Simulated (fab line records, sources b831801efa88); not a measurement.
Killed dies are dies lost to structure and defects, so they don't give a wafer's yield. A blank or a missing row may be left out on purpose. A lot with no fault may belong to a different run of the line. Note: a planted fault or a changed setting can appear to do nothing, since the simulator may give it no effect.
A struck lot beside a sound one + flow sky130 + 16 out of 708 route steps
Sound: wafers L917.3, L917.4, L917.5. Wafers struck: L916.1, L916.2, L916.3. The cause comes at the end.
For every step that has rows: the tool of each side, followed by ch and its chambers, followed by its first start. Under that, the readings that differ: sound wafers + struck wafers + difference of the means + sigmas: that difference in standard deviations of wafers without a fault.
alike: readings whose means differ by less than 2 such deviations, and words and numbers that are the same on both sides. not compared: withheld readings, readings that some wafer has no value for, bounds like >300 that may hide the same value, and numbers for which the record gives no deviation and whose values overlap.
A row with sigmas, a row that says differs or no value, or rows on one side alone: a step with any of these is where the two part. When numbers do not overlap yet have no deviation, they are printed without sigmas and do not part them. Lack of a reading on every wafer of one side parts them only where that side has two or more wafers.

first, 2 steps without rows for these wafers: SKY_VT_ADJUST_PCH_PEB_05; SKY_VT_ADJUST_PCH_DEVELOP_06 (develop time 60 s).
SKY_VT_ADJUST_PCH_OVL_MEAS_07:
  sound on overlay-02, day 13 18:41; struck on overlay-02, day 13 15:56
  alike: VT_ADJUST_PCH_OVL
then, 1 step without rows for these wafers: SKY_VT_ADJUST_PCH_IMPLANT_08.
SKY_VT_ADJUST_PCH_STRIP_09: strips in O2/N2.
  sound on plasmaAsher-04 ch 0,1, day 13 18:53; struck on plasmaAsher-01 ch 0,1, day 13 16:07
  alike: drypumpMotorCurrentA, oesProductAu, stripTimeToEndpointS
  not compared: rfHoursCounterH
SKY_VT_ADJUST_PCH_TW_MEAS_10:
  sound on filmMetro-03, day 13 18:58; struck on filmMetro-01, day 13 16:13
| reading          | sound             | struck            | difference | sigmas |
|------------------|-------------------|-------------------|------------|--------|
| VT_ADJUST_PCH_TW | 143.7 144.5 144.1 | 140.5 141.5 141.0 | -3.1       | -2     |
then, 6 steps without rows for these wafers: SKY_SONOS_TUNNEL_DEHYDRATE_00 (time 60 s); SKY_SONOS_TUNNEL_HMDS_01 (prime time 60 s); SKY_SONOS_TUNNEL_COAT_02 (resist thk 1140 nm); SKY_SONOS_TUNNEL_SOFTBAKE_03 (time 60 s); SKY_SONOS_TUNNEL_EXPOSE_04 (exposes mask TUNM, target cd 410 nm); SKY_SONOS_TUNNEL_PEB_05.
SKY_SONOS_TUNNEL_DEVELOP_06: develop time 60 s.
  sound on lithoTrack-04 ch 0, day 14 22:22; struck on lithoTrack-02 ch 0, day 14 19:17
SKY_SONOS_TUNNEL_CD_MEAS_07: the cd target is 410 nm.
  sound on cdSem-01, day 14 22:30; struck on cdSem-01, day 14 19:26
| reading   | sound             | struck            | difference | sigmas |
|-----------|-------------------|-------------------|------------|--------|
| cdNm (nm) | 412.5 412.9 412.4 | 371.6 371.8 371.6 | -40.9      | -17    |
SKY_SONOS_TUNNEL_OVL_MEAS_08:
  sound on overlay-02, day 14 22:35; struck on overlay-01, day 14 19:33
  alike: SONOS_TUNNEL_OVL
then, 1 step without rows for these wafers: SKY_PAD_OPEN_PROBE_99.

WHERE THEY PART
Earliest at SKY_VT_ADJUST_PCH_TW_MEAS_10; latest, in this record, at SKY_SONOS_TUNNEL_CD_MEAS_07. Later steps at which nothing parts them and some readings are alike: SKY_SONOS_TUNNEL_OVL_MEAS_08.

WHY: whatever the simulator had introduced
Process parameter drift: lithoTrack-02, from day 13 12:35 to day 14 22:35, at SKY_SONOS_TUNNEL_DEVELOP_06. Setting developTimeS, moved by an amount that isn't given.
